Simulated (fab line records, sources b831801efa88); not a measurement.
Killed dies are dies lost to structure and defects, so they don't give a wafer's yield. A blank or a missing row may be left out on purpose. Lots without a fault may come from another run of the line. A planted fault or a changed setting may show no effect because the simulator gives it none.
Which tool did it? | flow sky130 | 14 lots, 42 wafers sampled, at 4 steps of a route of 708

WHAT THE GAUGES READ, wafer by wafer
SKY_POLY_CUT_OVL_MEAS_09. Usual: POLY_CUT_OVL -1 nm, standard deviation 5.3.
lot  | measured     | on         | POLY_CUT_OVL (nm) | flag
L510 | day 24 11:40 | overlay-01 | 3 -5 -3           |
L511 | day 24 23:51 | overlay-02 | 0 -4 -4           |
L514 | day 26 12:00 | overlay-01 | 0 0 3             |
L518 | day 27 22:46 | overlay-01 | -2 -8 0           |
L519 | day 28 05:11 | overlay-01 | 4 -1 -3           |
L520 | day 28 12:13 | overlay-01 | -1 0 -2           |
L521 | day 29 04:22 | overlay-02 | -9 -4 -11         |
L524 | day 29 23:37 | overlay-02 | -1 7 1            |
L525 | day 30 05:38 | overlay-02 | 2 3 0             |
L527 | day 30 21:49 | overlay-02 | -3 -1 3           |
L529 | day 31 10:34 | overlay-01 | -5 1 -1           |
L531 | day 31 22:46 | overlay-02 | 1 7 1             |
L532 | day 32 06:22 | overlay-01 | -6 0 -9           |
L533 | day 32 22:49 | overlay-02 | -4 -6 0           |

SKY_LI_CONTACT_OVL_MEAS_13. Usual: LI_CONTACT_OVL 0 nm, standard deviation 5.6.
lot  | measured     | on         | LI_CONTACT_OVL (nm) | flag
L510 | day 29 09:57 | overlay-01 | 2 0 3               |
L511 | day 29 19:52 | overlay-01 | 3 7 8               |
L514 | day 31 07:19 | overlay-01 | -10 -4 -1           |
L518 | day 32 17:01 | overlay-02 | -2 2 8              |
L519 | day 32 23:10 | overlay-01 | -10 -4 -9           |
L520 | day 33 06:10 | overlay-01 | 5 5 4               |
L521 | day 33 18:25 | overlay-01 | 2 3 -4              |
L524 | day 34 11:49 | overlay-02 | -6 -9 -2            |
L525 | day 34 17:28 | overlay-01 | -1 9 5              |
L527 | day 35 06:43 | overlay-02 | 2 -7 -9             |
L529 | day 35 17:13 | overlay-02 | -4 -9 2             |
L531 | day 36 05:37 | overlay-01 | 6 2 9               |
L532 | day 36 12:37 | overlay-01 | 0 -1 4              |
L533 | day 37 04:19 | overlay-02 | 5 7 9               |

SKY_LI_CONTACT_THK_MEAS_23: measures by xrf. Usual: LI_CONTACT_W_THK 406 nm, standard deviation 6.3.
lot  | measured     | on            | LI_CONTACT_W_THK (nm) | flag
L510 | day 29 10:47 | film_metro-04 | 408 401 407           |
L511 | day 29 20:43 | film_metro-02 | 413 409 408           |
L514 | day 31 08:10 | film_metro-04 | 414 408 409           |
L518 | day 32 17:52 | film_metro-01 | 405 402 408           |
L519 | day 33 00:01 | film_metro-01 | 413 423 414           |
L520 | day 33 07:07 | film_metro-02 | 412 411 412           |
L521 | day 33 19:16 | film_metro-02 | 413 417 408           |
L524 | day 34 12:40 | film_metro-04 | 414 424 415           |
L525 | day 34 18:19 | film_metro-02 | 406 401 396           |
L527 | day 35 07:33 | film_metro-02 | 393 396 403           |
L529 | day 35 18:04 | film_metro-01 | 411 406 407           |
L531 | day 36 06:28 | film_metro-02 | 406 408 403           |
L532 | day 36 13:28 | film_metro-02 | 401 411 407           |
L533 | day 37 05:14 | film_metro-01 | 399 410 403           |

WHICH TOOL RAN EACH LOT (tool, then ch and the chambers of the sampled wafers, then the start)
lot  | SKY_VT_ADJUST_LVTN_STRIP_20
L510 | plasma_asher-01 ch 0,1, day 7 17:08
L511 | plasma_asher-03 ch 0,1, day 8 03:38
L514 | plasma_asher-01 ch 0,1, day 9 06:52
L518 | plasma_asher-04 ch 0,1, day 10 08:43
L519 | plasma_asher-01 ch 0,1, day 10 14:13
L520 | plasma_asher-03 ch 0,1, day 10 22:01
L521 | plasma_asher-01 ch 0, day 10 22:01
L524 | plasma_asher-04 ch 0,1, day 12 02:13
L525 | plasma_asher-04 ch 0,1, day 12 11:37
L527 | plasma_asher-04 ch 0,1, day 13 03:10
L529 | plasma_asher-03 ch 0,1, day 13 14:25
L531 | plasma_asher-03 ch 0,1, day 14 01:29
L532 | plasma_asher-01 ch 0,1, day 14 11:40
L533 | plasma_asher-01 ch 0,1, day 14 19:28
- SKY_VT_ADJUST_LVTN_STRIP_20: strips in O2/N2.

WHAT THE TOOLS THEMSELVES READ (means of the sampled wafers that have a number; where no wafer has one, the mark that the record gives instead)
SKY_VT_ADJUST_LVTN_STRIP_20. Usual: drypump_motor_current_A 5.6 A, standard deviation 0.39; o2_flow_sccm 3002 sccm, standard deviation 9; oes_product_au 0.715 a.u., standard deviation 0.0049; strip_time_to_endpoint_s 14.17 s, standard deviation 0.039.
lot  | tool            | drypump_motor_current_A (A) | o2_flow_sccm (sccm) | oes_product_au (a.u.) | strip_time_to_endpoint_s (s) | flag
L510 | plasma_asher-01 | 5.4                         | 2998                | 0.709                 | 14.19                        |
L511 | plasma_asher-03 | 6.3                         | 2991                | 0.712                 | 14.13                        |
L514 | plasma_asher-01 | 5.5                         | 2999                | 0.717                 | 14.18                        |
L518 | plasma_asher-04 | 5.1                         | 3002                | 0.716                 | 14.16                        |
L519 | plasma_asher-01 | 5.5                         | 2409                | 0.703                 | 14.34                        | OFF
L520 | plasma_asher-03 | 6.2                         | 3000                | 0.717                 | 14.05                        | OFF
L521 | plasma_asher-01 | 5.6                         | 2403                | 0.709                 | 14.38                        | OFF
L524 | plasma_asher-04 | 5.1                         | 3012                | 0.717                 | 14.19                        |
L525 | plasma_asher-04 | 5.4                         | 2999                | 0.721                 | 14.21                        |
L527 | plasma_asher-04 | 5.4                         | 2999                | 0.711                 | 14.14                        |
L529 | plasma_asher-03 | 6.2                         | 3007                | 0.715                 | 14.18                        |
L531 | plasma_asher-03 | 6.2                         | 3011                | 0.716                 | 14.13                        |
L532 | plasma_asher-01 | 5.6                         | 3007                | 0.716                 | 14.20                        |
L533 | plasma_asher-01 | 5.4                         | 2995                | 0.715                 | 14.17                        |

THE ANSWER, worked out from the rows above alone
Rule: a lot is off if the mean of its wafers that have a number lies more than 3 standard deviations from the usual mean. A lot without any number at a reading at which 4 lots or more have one is off too. The other lots that the step has rows for count as sound. The gauges are gone through in route order, then the tools' own readings, and for those a lot's mean is taken as printed above. The first step at which some lot is off is used, and at that step the reading that is off furthest; a lot without a number counts as furthest.
Off: L519, L521, at SKY_VT_ADJUST_LVTN_STRIP_20 (o2_flow_sccm).
A tool fits if, at that step or a process step before it, it ran every lot that is off, and no sound lot after the first of them. None of those tried fits.

WHAT THE SIMULATOR HAD PUT IN
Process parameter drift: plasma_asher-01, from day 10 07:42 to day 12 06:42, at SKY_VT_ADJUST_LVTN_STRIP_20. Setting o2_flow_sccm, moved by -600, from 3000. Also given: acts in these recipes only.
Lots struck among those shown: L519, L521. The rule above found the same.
